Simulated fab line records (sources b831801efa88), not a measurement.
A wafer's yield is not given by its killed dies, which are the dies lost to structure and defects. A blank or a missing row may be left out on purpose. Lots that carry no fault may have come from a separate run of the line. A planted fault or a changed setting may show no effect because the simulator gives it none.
Which of the tools did it? + flow gf180mcu + Sampling: 13 lots, 39 wafers, 5 of 602 route steps

## WHAT THE GAUGES READ, wafer by wafer
GF_CONTACT_OVL_MEAS_15. Usual: for CONTACT_OVL the level is 6 nm and the standard deviation is 5.8.
| lot  | measured     | on         | CONTACT_OVL (nm) | flag |
|------|--------------|------------|------------------|------|
| L609 | day 16 05:57 | overlay-02 | 1 12 9           |      |
| L610 | day 16 12:47 | overlay-01 | 4 0 11           |      |
| L612 | day 16 23:49 | overlay-02 | -3 4 4           |      |
| L611 | day 17 00:12 | overlay-01 | -6 4 -1          |      |
| L613 | day 17 16:36 | overlay-01 | 3 4 12           |      |
| L614 | day 17 19:03 | overlay-01 | 12 0 13          |      |
| L615 | day 18 03:37 | overlay-02 | 0 2 4            |      |
| L616 | day 18 09:59 | overlay-01 | 3 10 13          |      |
| L617 | day 18 20:03 | overlay-02 | 13 5 2           |      |
| L621 | day 20 09:13 | overlay-02 | 11 6 9           |      |
| L631 | day 24 00:07 | overlay-02 | 3 9 2            |      |
| L630 | day 24 03:28 | overlay-01 | 13 3 6           |      |
| L632 | day 24 09:40 | overlay-01 | 14 19 9          |      |

GF_M1_OVL_MEAS_15. Usual: for M1_OVL the level is 1 nm and the standard deviation is 5.4.
| lot  | measured     | on         | M1_OVL (nm) | flag |
|------|--------------|------------|-------------|------|
| L609 | day 17 06:00 | overlay-02 | 2 6 8       |      |
| L610 | day 17 13:46 | overlay-01 | -10 -9 -10  |      |
| L612 | day 18 00:33 | overlay-01 | 4 -12 -4    |      |
| L611 | day 18 01:07 | overlay-02 | -8 3 -4     |      |
| L613 | day 18 18:00 | overlay-01 | 7 4 9       |      |
| L614 | day 18 20:15 | overlay-01 | -4 5 -4     |      |
| L615 | day 19 04:39 | overlay-02 | -1 -3 -2    |      |
| L616 | day 19 11:37 | overlay-02 | 1 -2 0      |      |
| L617 | day 19 21:49 | overlay-02 | -1 7 -7     |      |
| L621 | day 21 10:39 | overlay-01 | -4 2 -3     |      |
| L631 | day 24 23:47 | overlay-01 | 6 5 6       |      |
| L630 | day 25 03:02 | overlay-02 | -5 -4 -6    |      |
| L632 | day 25 08:52 | overlay-01 | -3 -4 4     |      |

GF_V1_THK_MEAS_03. Usual: for V1_CVD_02_THK the level is 849 nm and the standard deviation is 9.1.
| lot  | measured     | on            | V1_CVD_02_THK (nm) | flag |
|------|--------------|---------------|--------------------|------|
| L609 | day 17 06:53 | film metro-02 | 841 848 847        |      |
| L610 | day 17 14:48 | film metro-04 | 841 858 867        |      |
| L612 | day 18 01:26 | film metro-04 | 842 843 845        |      |
| L611 | day 18 02:01 | film metro-02 | 847 847 859        |      |
| L613 | day 18 19:20 | film metro-02 | 847 842 855        |      |
| L614 | day 18 21:08 | film metro-02 | 844 864 843        |      |
| L615 | day 19 05:34 | film metro-04 | 837 862 855        |      |
| L616 | day 19 12:32 | film metro-01 | 843 863 862        |      |
| L617 | day 19 22:44 | film metro-01 | 844 843 849        |      |
| L621 | day 21 11:32 | film metro-01 | 839 845 855        |      |
| L631 | day 25 00:43 | film metro-04 | 831 836 843        |      |
| L630 | day 25 03:58 | film metro-01 | 837 842 856        |      |
| L632 | day 25 09:52 | film metro-04 | 831 845 855        |      |

## WHAT TOOL EACH LOT RAN ON (gives the tool, then ch and the chambers of the sampled wafers, and finally the start)
| lot  | GF_M1_METAL_ETCH_16               | GF_M1_STRIP_17                       |
|------|-----------------------------------|--------------------------------------|
| L609 | rie metal-03 ch 1, day 17 06:02   | plasma asher-03 ch 1, day 17 06:09   |
| L610 | rie metal-01 ch 0,1, day 17 13:48 | plasma asher-03 ch 0,1, day 17 13:55 |
| L612 | rie metal-01 ch 0,1, day 18 00:35 | plasma asher-04 ch 0,1, day 18 00:41 |
| L611 | rie metal-03 ch 0,1, day 18 01:09 | plasma asher-04 ch 0,1, day 18 01:16 |
| L613 | rie metal-03 ch 0,1, day 18 18:02 | plasma asher-04 ch 0,1, day 18 18:08 |
| L614 | rie metal-04 ch 0,1, day 18 20:17 | plasma asher-02 ch 0,1, day 18 20:23 |
| L615 | rie metal-04 ch 0,1, day 19 04:41 | plasma asher-02 ch 0, day 19 04:47   |
| L616 | rie metal-04 ch 0,1, day 19 11:39 | plasma asher-02 ch 0,1, day 19 11:46 |
| L617 | rie metal-03 ch 0,1, day 19 21:52 | plasma asher-02 ch 0,1, day 19 21:59 |
| L621 | rie metal-03 ch 0,1, day 21 10:41 | plasma asher-03 ch 0,1, day 21 10:47 |
| L631 | rie metal-03 ch 0,1, day 24 23:50 | plasma asher-04 ch 0,1, day 24 23:56 |
| L630 | rie metal-01 ch 0,1, day 25 03:05 | plasma asher-02 ch 0,1, day 25 03:11 |
| L632 | rie metal-01 ch 0, day 25 08:54   | plasma asher-04 ch 0,1, day 25 09:08 |
- GF_M1_METAL_ETCH_16: etches the open film in Cl2/BCl3, stops on SiO2, target depth 627.5 nm, time 104.6 s.
- GF_M1_STRIP_17: strips in O2/N2.

## AS READ BY THE TOOLS THEMSELVES (means over the sampled wafers that have a number; for cases with no such wafer, the mark the record gives instead)
GF_M1_METAL_ETCH_16. Usual: chamber pressure mTorr 8.000 mTorr, standard deviation 0.0073; drypump motor current A 5.5 A, standard deviation 0.46; oes product au 0.972 a.u., standard deviation 0.0068; throttle valve pct 28.249 %, standard deviation 0.0099.
| lot  | tool         | chamber pressure mTorr (mTorr) | drypump motor current A (A) | oes product au (a.u.) | throttle valve pct (%) | flag |
|------|--------------|--------------------------------|-----------------------------|-----------------------|------------------------|------|
| L609 | rie metal-03 | 7.998                          | 5.5                         | 0.965                 | 28.243                 |      |
| L610 | rie metal-01 | 8.002                          | 5.3                         | 0.982                 | 28.240                 |      |
| L612 | rie metal-01 | 8.001                          | 5.3                         | 0.967                 | 28.250                 |      |
| L611 | rie metal-03 | 7.997                          | 5.6                         | 0.973                 | 28.249                 |      |
| L613 | rie metal-03 | 7.995                          | 5.6                         | 0.977                 | 28.248                 |      |
| L614 | rie metal-04 | 7.998                          | 5.1                         | 0.970                 | 28.240                 |      |
| L615 | rie metal-04 | 8.002                          | 5.3                         | 0.972                 | 28.254                 |      |
| L616 | rie metal-04 | 7.999                          | 5.3                         | 0.969                 | 28.244                 |      |
| L617 | rie metal-03 | 7.999                          | 5.6                         | 0.979                 | 28.240                 |      |
| L621 | rie metal-03 | 8.000                          | 5.6                         | 0.909                 | 28.319                 | OFF  |
| L631 | rie metal-03 | 7.992                          | 5.6                         | 0.975                 | 28.245                 |      |
| L630 | rie metal-01 | 8.009                          | 5.3                         | 0.967                 | 28.250                 |      |
| L632 | rie metal-01 | 7.998                          | 6.4                         | 0.971                 | 28.251                 |      |

GF_M1_STRIP_17. Usual: chamber pressure mTorr 1499.9 mTorr, standard deviation 1.3; drypump motor current A 5.6 A, standard deviation 0.55; heater power w 367 W, standard deviation 65; oes product au 0.558 a.u., standard deviation 0.0046; platen temp c 250.01 C, standard deviation 0.2; strip time to endpoint s 7.87 s, standard deviation 0.04.
| lot  | tool            | chamber pressure mTorr (mTorr) | drypump motor current A (A) | heater power w (W) | oes product au (a.u.) | platen temp c (C) | strip time to endpoint s (s) | flag |
|------|-----------------|--------------------------------|-----------------------------|--------------------|-----------------------|-------------------|------------------------------|------|
| L609 | plasma asher-03 | 1501.2                         | 5.8                         | 324                | 0.560                 | 249.80            | 7.87                         |      |
| L610 | plasma asher-03 | 1500.2                         | 6.1                         | 341                | 0.559                 | 249.63            | 7.91                         |      |
| L612 | plasma asher-04 | 1499.1                         | 5.4                         | 316                | 0.559                 | 249.96            | 7.93                         |      |
| L611 | plasma asher-04 | 1500.1                         | 5.4                         | 310                | 0.556                 | 250.21            | 7.85                         |      |
| L613 | plasma asher-04 | 1498.5                         | 5.4                         | 310                | 0.555                 | 250.07            | 7.91                         |      |
| L614 | plasma asher-02 | 1499.9                         | 5.3                         | 392                | 0.556                 | 249.92            | 7.84                         |      |
| L615 | plasma asher-02 | 1500.2                         | 6.0                         | 480                | 0.560                 | 250.06            | 7.88                         |      |
| L616 | plasma asher-02 | 1499.8                         | 5.6                         | 434                | 0.560                 | 250.08            | 7.88                         |      |
| L617 | plasma asher-02 | 1500.3                         | 5.2                         | 391                | 0.558                 | 250.13            | 7.92                         |      |
| L621 | plasma asher-03 | 1500.0                         | 6.1                         | 342                | 0.570                 | 250.11            | 8.11                         | OFF  |
| L631 | plasma asher-04 | 1500.4                         | 5.1                         | 347                | 0.555                 | 249.89            | 7.85                         |      |
| L630 | plasma asher-02 | 1501.2                         | 5.3                         | 388                | 0.554                 | 249.80            | 7.83                         |      |
| L632 | plasma asher-04 | 1499.4                         | 5.1                         | 354                | 0.562                 | 250.10            | 7.89                         |      |

## THE ANSWER, worked out from the rows above alone
Rule: a lot counts as off when the mean over its wafers that have a number is more than 3 standard deviations away from the usual mean. Also off: a lot with no number at a reading for which 4 or more lots have one. Any other lot the step has rows for is counted as sound. The gauges are gone through in route order, then the tools' own readings, and for those a lot's mean is taken as printed above. At the first step where some lot is off, the reading lying furthest off is the one used; lots without a number count as furthest.
Off: L621 (GF_M1_METAL_ETCH_16, oes product au).
If a tool, at that step or one of the process steps before it, ran each lot that is off and ran no sound lot following the first of them, it fits. Not one of the candidates tried fits.

## WHAT THE SIMULATOR PUT IN
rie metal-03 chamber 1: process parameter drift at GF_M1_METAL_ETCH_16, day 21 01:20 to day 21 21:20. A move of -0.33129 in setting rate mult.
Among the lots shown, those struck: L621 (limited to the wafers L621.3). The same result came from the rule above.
